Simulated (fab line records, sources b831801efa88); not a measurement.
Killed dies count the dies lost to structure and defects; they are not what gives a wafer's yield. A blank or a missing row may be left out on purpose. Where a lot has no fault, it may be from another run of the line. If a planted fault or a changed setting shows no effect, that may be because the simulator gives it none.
fab line records ; flow sky130
[record] lots = 11; wafers = 33; last-day = 50
route steps=708 shown LOCAL_INTERCONNECT@402 CONTACT@422 VIA1@458 PAD_OPEN@708
lots that met no fault: from a run of the same line without faults
start-h: the number of hours between the record's first day and the start of the first shown wafer of the lot ; wait-h: hours since the lot's step before ; " unchanged from the row above ; L1.1+2: one row covering several wafers at once ; - either no value or no given start ; * or withheld: withheld ; < > ~ a bound
route shown NAME@n: NAME is a module with steps in the file, n the number in the route of the first one ; usual: mean/standard deviation of fault-free wafers ; same: alike in all rows ; chamber/n: place in a boat ; sites: per-site readings ; _std_site: the values' standard deviation ; _edge_site: outer sites' mean less inner sites' ; radius-mm: for every site, how far away it sits from the centre of the wafer ; mask NAME#n: copy n ; behind: the tool/chamber that last shaped the wafer ; hold: the reason the lot was held/the length of the hold in hours/how it ended ; device: transistor that didn't switch, given as n, p or np ; end of line: the route-end tests of the same wafers ; where a step has no rows: the recipe by itself ; killed: not the wafer's yield, but the dies lost to structure and defects at the first sort ; map: dies across one wafer; x = killed, . = not, _ = none there
set.NAME: the setting as run; set.NAME@STEP: as run at that earlier step ; model.NAME: the simulator's own value behind a step, which no gauge read
a sample of lots followed through the steps of the route, with each step as a table and each wafer as a row
services: when a tool's chamber went out of use (start-h, in hours from the record's first day, below 0 if earlier), for how many hours, and the reason
[[steps]]
[step SKY_LOCAL_INTERCONNECT_STRIP_15]
[recipe] chemistry = O2/N2; power-w = 1400; pressure-mtorr = 1500; platen-temp-c = withheld; o2-flow-sccm = 3000; n2-flow-sccm = 300; overash-fraction = 0.5
[usual] drypump-motor-current-A = 5.8/0.43; oes-product-au = 0.427/0.0045; strip-time-to-endpoint-s = 4.732/0.016
lot.wafer;tool;chamber;start-h;wait-h;drypump-motor-current-A;oes-product-au;rf-hours-counter-h;strip-time-to-endpoint-s
L428.2;plasma-asher-04;0;741.17;0.0;5.9;0.429;62;4.738
L428.3;plasma-asher-04;0;741.17;0.0;6.0;0.427;-;4.729
L428.5;plasma-asher-04;1;741.17;0.0;6.3;0.422;-;4.714
L429.2;plasma-asher-04;0;743.31;0.0;5.9;0.420;63;4.730
L429.4;plasma-asher-04;0;743.31;0.0;6.0;0.423;-;4.743
L429.5;plasma-asher-04;1;743.31;0.0;6.3;0.432;-;4.718
L431.2;plasma-asher-04;0;764.52;0.0;6.0;0.427;66;4.703
L431.4;plasma-asher-04;1;764.52;0.0;6.3;0.428;-;4.708
L431.6;plasma-asher-04;0;764.52;0.0;5.9;0.433;-;4.714
L433.2;plasma-asher-02;0;774.46;0.0;5.6;0.424;90;4.752
L433.3;plasma-asher-02;0;774.46;0.0;5.7;0.429;-;4.742
L433.6;plasma-asher-02;0;774.46;0.0;5.7;0.425;-;4.737
L436.1;plasma-asher-04;1;797.54;0.0;6.4;0.432;69;4.774
L436.2;plasma-asher-04;0;797.54;0.0;5.9;0.429;69;4.736
L436.5;plasma-asher-04;0;797.54;0.0;5.9;0.437;-;4.762
L437.1;plasma-asher-04;0;802.34;0.1;6.0;0.434;70;4.738
L437.2;plasma-asher-04;1;802.34;0.1;6.3;0.430;70;4.720
L437.4;plasma-asher-04;1;802.34;0.1;6.3;0.427;-;4.721
L439.1;plasma-asher-01;1;811.22;0.0;5.7;0.422;7;4.722
L439.2;plasma-asher-01;0;811.22;0.0;5.2;0.427;7;4.768
L439.4;plasma-asher-01;1;811.22;0.0;5.7;0.423;-;4.698
L440.2;plasma-asher-01;0;822.89;0.0;5.2;0.426;8;4.703
L440.3;plasma-asher-01;1;822.89;0.0;5.7;0.429;-;4.727
L440.6;plasma-asher-01;1;822.89;0.0;5.7;0.423;-;4.720
L441.1;plasma-asher-01;1;824.37;0.0;5.7;0.415;8;4.728
L441.4;plasma-asher-01;1;824.37;0.0;5.7;0.426;-;4.721
L441.5;plasma-asher-01;1;824.37;0.0;5.7;0.430;-;4.728
L442.1;plasma-asher-02;1;829.17;0.0;5.1;0.429;95;4.738
L442.2;plasma-asher-02;0;829.17;0.0;5.7;0.434;95;4.734
L442.6;plasma-asher-02;0;829.17;0.0;5.7;0.425;-;4.724
L449.2;plasma-asher-04;1;881.07;0.0;6.3;0.430;78;4.766
L449.5;plasma-asher-04;1;881.07;0.0;6.3;0.429;-;4.749
L449.6;plasma-asher-04;0;881.07;0.0;5.9;0.440;-;4.720
[step SKY_CONTACT_ETCH_16]
[recipe] chemistry = N2/H2; target = BARC; ion-energy-ev = 200; source-w = 500; bias-w = 100; pressure-mtorr = 30; n2-flow-sccm = 100; h2-flow-sccm = 200; stop-on = SiO2; time-s = 45.9; target-depth-a = 600
[usual] drypump-motor-current-A = 6.0/0.36; oes-product-au = 0.856/0.0048; throttle-valve-pct = 13.225/0.0087
lot.wafer;tool;chamber;start-h;wait-h;drypump-motor-current-A;oes-product-au;rf-hours-counter-h;throttle-valve-pct
L428.2;rie-diel-04;1;770.87;0.0;6.0;0.854;7;13.228
L428.3;rie-diel-04;3;770.87;0.0;5.4;0.858;10;13.229
L428.5;rie-diel-04;3;770.87;0.0;5.4;0.859;-;13.218
L429.2;rie-diel-04;2;772.81;0.0;6.1;0.856;20;13.236
L429.4;rie-diel-04;1;772.81;0.0;6.0;0.857;8;13.230
L429.5;rie-diel-04;1;772.81;0.0;6.0;0.852;-;13.221
L431.2;rie-diel-03;3;792.86;0.0;6.2;0.860;5;13.226
L431.4;rie-diel-03;1;792.86;0.0;6.3;0.843;15;13.228
L431.6;rie-diel-03;0;792.86;0.0;6.5;0.860;-;13.222
L433.2;rie-diel-01;0;802.86;0.0;6.2;0.856;19;13.236
L433.3;rie-diel-01;3;802.86;0.0;6.1;0.861;7;13.227
L433.6;rie-diel-01;2;802.86;0.0;6.4;0.854;-;13.235
L436.1;rie-diel-04;1;825.24;0.0;6.0;0.857;9;13.228
L436.2;rie-diel-04;2;825.24;0.0;6.2;0.852;22;13.223
L436.5;rie-diel-04;3;825.24;0.0;5.4;0.847;-;13.213
L437.1;rie-diel-01;0;830.67;0.0;6.2;0.854;20;13.219
L437.2;rie-diel-01;1;830.67;0.0;5.6;0.856;16;13.230
L437.4;rie-diel-01;2;830.67;0.0;6.4;0.856;14;13.220
L439.1;rie-diel-04;3;838.72;0.0;5.4;0.856;12;13.229
L439.2;rie-diel-04;1;838.72;0.0;6.0;0.851;9;13.225
L439.4;rie-diel-04;0;838.72;0.0;6.2;0.852;7;13.231
L440.2;rie-diel-03;2;851.29;0.0;5.5;0.859;10;13.232
L440.3;rie-diel-03;1;851.29;0.0;6.3;0.853;18;13.230
L440.6;rie-diel-03;2;851.29;0.0;5.5;0.853;-;13.224
L441.1;rie-diel-01;0;852.31;0.0;6.2;0.854;20;13.214
L441.4;rie-diel-01;2;852.31;0.0;6.5;0.851;14;13.221
L441.5;rie-diel-01;2;852.31;0.0;6.5;0.858;-;13.222
L442.1;rie-diel-03;3;857.37;0.0;6.2;0.861;8;13.216
L442.2;rie-diel-03;2;857.37;0.0;5.5;0.855;10;13.225
L442.6;rie-diel-03;1;857.37;0.0;6.3;0.856;-;13.215
L449.2;rie-diel-03;2;907.52;0.0;5.5;0.853;12;13.225
L449.5;rie-diel-03;3;907.52;0.0;6.2;0.856;-;13.225
L449.6;rie-diel-03;0;907.52;0.0;6.5;0.856;-;13.212
[step SKY_CONTACT_RS_MEAS_25]
[recipe] thk-meas-gauge = four-point-probe; reads = W_of_CONTACT_CVD_24+TiN_of_CONTACT_SPUTTER_23
[usual] CONTACT_W_RS = 0.339/0.0055
lot.wafer;tool;chamber;start-h;wait-h;CONTACT_W_RS[ohm/sq]
L428.2;film-metro-03;-;771.83;0.1;0.328
L428.3;film-metro-03;-;771.83;0.1;0.327
L428.5;film-metro-03;-;771.83;0.1;0.338
L429.2;film-metro-02;-;773.77;0.1;0.343
L429.4;film-metro-02;-;773.77;0.1;0.341
L429.5;film-metro-02;-;773.77;0.1;0.345
L431.2;film-metro-04;-;793.84;0.1;0.337
L431.4;film-metro-04;-;793.84;0.1;0.336
L431.6;film-metro-04;-;793.84;0.1;0.327
L433.2;film-metro-02;-;803.78;0.1;0.343
L433.3;film-metro-02;-;803.78;0.1;0.341
L433.6;film-metro-02;-;803.78;0.1;0.342
L436.1;film-metro-04;-;826.13;0.1;0.343
L436.2;film-metro-04;-;826.13;0.1;0.336
L436.5;film-metro-04;-;826.13;0.1;0.343
L437.1;film-metro-02;-;831.57;0.1;0.344
L437.2;film-metro-02;-;831.57;0.1;0.347
L437.4;film-metro-02;-;831.57;0.1;0.344
L439.1;film-metro-02;-;839.62;0.1;0.331
L439.2;film-metro-02;-;839.62;0.1;0.342
L439.4;film-metro-02;-;839.62;0.1;0.339
L440.2;film-metro-04;-;852.20;0.1;0.343
L440.3;film-metro-04;-;852.20;0.1;0.346
L440.6;film-metro-04;-;852.20;0.1;0.345
L441.1;film-metro-04;-;853.21;0.1;0.339
L441.4;film-metro-04;-;853.21;0.1;0.346
L441.5;film-metro-04;-;853.21;0.1;0.341
L442.1;film-metro-02;-;858.27;0.1;0.342
L442.2;film-metro-02;-;858.27;0.1;0.337
L442.6;film-metro-02;-;858.27;0.1;0.341
L449.2;film-metro-02;-;908.55;0.2;0.342
L449.5;film-metro-02;-;908.55;0.2;0.342
L449.6;film-metro-02;-;908.55;0.2;0.345
[step SKY_VIA1_HDPCVD_00]
[recipe] material = SiO2; target-thk-nm = 1030; sigma-open-frac = 0.3; time-s = 171.7; temp-c = 400; sih4-flow-sccm = 60; pressure-mtorr = 6
[usual] run-length-s = 199.6/0.43
lot.wafer;tool;chamber;start-h;wait-h;run-length-s
L428.2;hdpcvd-02;0;800.87;0.0;200.1
L428.3;hdpcvd-02;1;800.87;0.0;199.5
L428.5;hdpcvd-02;2;800.87;0.0;200.4
L429.2;hdpcvd-01;1;802.53;0.0;198.8
L429.4;hdpcvd-01;2;802.53;0.0;199.8
L429.5;hdpcvd-01;1;802.53;0.0;198.6
L431.2;hdpcvd-02;0;821.63;0.0;199.6
L431.4;hdpcvd-02;1;821.63;0.0;199.4
L431.6;hdpcvd-02;2;821.63;0.0;199.8
L433.2;hdpcvd-01;2;832.80;0.0;200.7
L433.3;hdpcvd-01;1;832.80;0.0;198.8
L433.6;hdpcvd-01;0;832.80;0.0;199.6
L436.1;hdpcvd-02;1;854.77;0.0;199.7
L436.2;hdpcvd-02;0;854.77;0.0;200.3
L436.5;hdpcvd-02;1;854.77;0.0;199.2
L437.1;hdpcvd-01;1;859.86;0.0;198.9
L437.2;hdpcvd-01;0;859.86;0.0;199.8
L437.4;hdpcvd-01;0;859.86;0.0;200.1
L439.1;hdpcvd-01;2;868.22;0.0;199.8
L439.2;hdpcvd-01;0;868.22;0.0;199.9
L439.4;hdpcvd-01;1;868.22;0.0;198.9
L440.2;hdpcvd-02;0;880.98;0.0;199.9
L440.3;hdpcvd-02;1;880.98;0.0;199.2
L440.6;hdpcvd-02;1;880.98;0.0;199.1
L441.1;hdpcvd-01;0;882.25;0.0;199.4
L441.4;hdpcvd-01;1;882.25;0.0;198.6
L441.5;hdpcvd-01;2;882.25;0.0;174.5
L442.1;hdpcvd-01;2;887.53;0.0;175.1
L442.2;hdpcvd-01;1;887.53;0.0;199.3
L442.6;hdpcvd-01;0;887.53;0.0;199.8
L449.2;hdpcvd-02;1;935.13;0.0;199.4
L449.5;hdpcvd-02;0;935.13;0.0;199.4
L449.6;hdpcvd-02;1;935.13;0.0;199.8
[step SKY_VIA1_THK_MEAS_01]
[recipe] reads = SiO2_of_VIA1_HDPCVD_00
[usual] VIA1_HDPCVD_THK = 1022/9.7
lot.wafer;tool;chamber;start-h;wait-h;VIA1_HDPCVD_THK[nm]
L428.2;film-metro-03;-;800.99;0.1;1025
L428.3;film-metro-03;-;800.99;0.1;1011
L428.5;film-metro-03;-;800.99;0.1;1014
L429.2;film-metro-03;-;802.65;0.1;1016
L429.4;film-metro-03;-;802.65;0.1;1029
L429.5;film-metro-03;-;802.65;0.1;1009
L431.2;film-metro-04;-;821.76;0.1;1048
L431.4;film-metro-04;-;821.76;0.1;1037
L431.6;film-metro-04;-;821.76;0.1;1030
L433.2;film-metro-01;-;832.92;0.1;1033
L433.3;film-metro-01;-;832.92;0.1;1021
L433.6;film-metro-01;-;832.92;0.1;1041
L436.1;film-metro-03;-;854.93;0.1;1017
L436.2;film-metro-03;-;854.93;0.1;1022
L436.5;film-metro-03;-;854.93;0.1;1025
L437.1;film-metro-04;-;859.98;0.1;1023
L437.2;film-metro-04;-;859.98;0.1;1026
L437.4;film-metro-04;-;859.98;0.1;1039
L439.1;film-metro-04;-;868.33;0.1;1032
L439.2;film-metro-04;-;868.33;0.1;1021
L439.4;film-metro-04;-;868.33;0.1;1014
L440.2;film-metro-01;-;881.15;0.1;1017
L440.3;film-metro-01;-;881.15;0.1;1019
L440.6;film-metro-01;-;881.15;0.1;1007
L441.1;film-metro-04;-;882.36;0.1;1025
L441.4;film-metro-04;-;882.36;0.1;1009
L441.5;film-metro-04;-;882.36;0.1;867
L442.1;film-metro-04;-;887.64;0.1;876
L442.2;film-metro-04;-;887.64;0.1;1012
L442.6;film-metro-04;-;887.64;0.1;1016
L449.2;film-metro-01;-;935.30;0.1;1028
L449.5;film-metro-01;-;935.30;0.1;1022
L449.6;film-metro-01;-;935.30;0.1;1030
[step SKY_PAD_OPEN_PROBE_99]
[usual] defect-limited-yield = 82.1/1.9; killed_at_M0_to_M3 = 44/6.6; killed_at_M4_up = 3.0/1.9; killed-at-contacts = 24/5.1; killed-at-front-end = 16/4.6; killed-at-other = 0.3/0.59; killed-dies = 88/9.5; killed-open = 48/6.7; killed-short = 40/6.1; sort_bin_3_pad_short = 0.9/0.43; sort_bin_5_function = 10.7/1.6; sort_bin_6_memory = 6.3/1.1; sort-n-pass = 404/9.5; sort-yield-pct = 82.1/1.9
[same] gross-dies = 492; killed-at-back-side = 0; sort_bin_4_leakage[%] = 0; sort_bin_8_speed[%] = 0
lot.wafer;tool;chamber;start-h;wait-h;defect-limited-yield[%];killed_at_M0_to_M3;killed_at_M4_up;killed-at-contacts;killed-at-front-end;killed-at-other;killed-dies;killed-open;killed-short;sort_bin_3_pad_short[%];sort_bin_5_function[%];sort_bin_6_memory[%];sort-n-pass;sort-yield-pct[%]
L442.1;prober-01;-;1171.22;0.1;82.7;36;6;24;19;0;85;43;42;1.4;9.3;6.5;407;82.7
L442.2;prober-01;-;1171.27;0.1;83.3;43;3;23;13;0;82;42;40;1.4;10.4;4.9;410;83.3
L442.6;prober-01;-;1171.47;0.2;78.9;44;3;44;13;0;104;63;41;1.0;12.0;8.1;388;78.9
// killed by level:class
L442.1 CONTACT:geometric-particle:open=11 VIA2:geometric-particle:open=9 POLY_GATE:geometric-particle:short=7 LI_CONTACT:geometric-particle:open=6 VIA2:geometric-particle:short=6 FIELD_ISO:geometric-particle:short=5 VIA1:geometric-particle:open=5 CONTACT:geometric-particle:short=4
L442.2 LI_CONTACT:geometric-particle:open=7 VIA1:geometric-particle:open=7 CONTACT:geometric-particle:open=6 METAL2:geometric-particle:short=6 VIA3:geometric-particle:open=6 METAL1:geometric-particle:short=5 METAL3:geometric-particle:short=5 FIELD_ISO:geometric-particle:open=4
L442.6 LI_CONTACT:geometric-particle:open=15 CONTACT:geometric-particle:short=12 CONTACT:geometric-particle:open=9 VIA2:geometric-particle:open=9 VIA3:geometric-particle:open=8 VIA3:geometric-particle:short=5 METAL1:geometric-particle:short=5 VIA1:geometric-particle:open=5
[[services]]
tool;chamber;start-h;hours;kind
rie-diel-04;0;717.68;1.9;repair
rie-diel-04;0;731.75;2.0;repair
plasma-asher-01;-;733.75;9.0;pm
rie-diel-04;1;748.49;2.4;repair
plasma-asher-01;-;748.93;9.5;repair
rie-diel-03;2;752.45;5.2;repair
rie-diel-01;2;764.33;3.7;repair
hdpcvd-02;-;766.60;2.5;repair
rie-diel-03;-;767.22;2.8;pm
hdpcvd-01;-;781.21;0.6;repair
hdpcvd-01;2;784.92;11.2;repair
hdpcvd-01;0;813.14;2.3;repair
rie-diel-03;-;817.82;0.2;repair
rie-diel-01;-;827.19;2.8;pm
hdpcvd-02;2;846.09;173.0;repair
rie-diel-03;0;850.67;3.9;repair
rie-diel-04;-;857.98;0.7;repair
rie-diel-04;0;859.34;7.8;repair
hdpcvd-02;1;860.43;11.6;repair
hdpcvd-02;-;860.62;1.4;repair
hdpcvd-01;-;860.95;0.9;repair
hdpcvd-01;-;914.87;0.3;repair
hdpcvd-01;2;926.79;8.2;repair
rie-diel-03;0;926.82;2.1;repair
[[key]]
[first-sign] step = SKY_VIA1_HDPCVD_00; reading = run-length-s; direction = down; sigmas = 58; usual = *; struck = *
[effect] step = SKY_VIA1_THK_MEAS_01; reading = VIA1_HDPCVD_THK; direction = down; sigmas = 16; usual = 1022; struck = 871
met-at SKY_VIA1_HDPCVD_00
struck-lots L441,L442
struck-wafers L441.5,L442.1
not-acting-at SKY_LOCAL_INTERCONNECT_STRIP_15,SKY_CONTACT_ETCH_16,SKY_CONTACT_RS_MEAS_25
onset-between 868.22 882.25
[fault] kind = process-parameter-drift; tool = hdpcvd-01; chamber = 2; onset-h = 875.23; steps = SKY_VIA1_HDPCVD_00; channel = time-s; offset = *; shape = step; end-h = 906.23; acts-in = *; stated = *
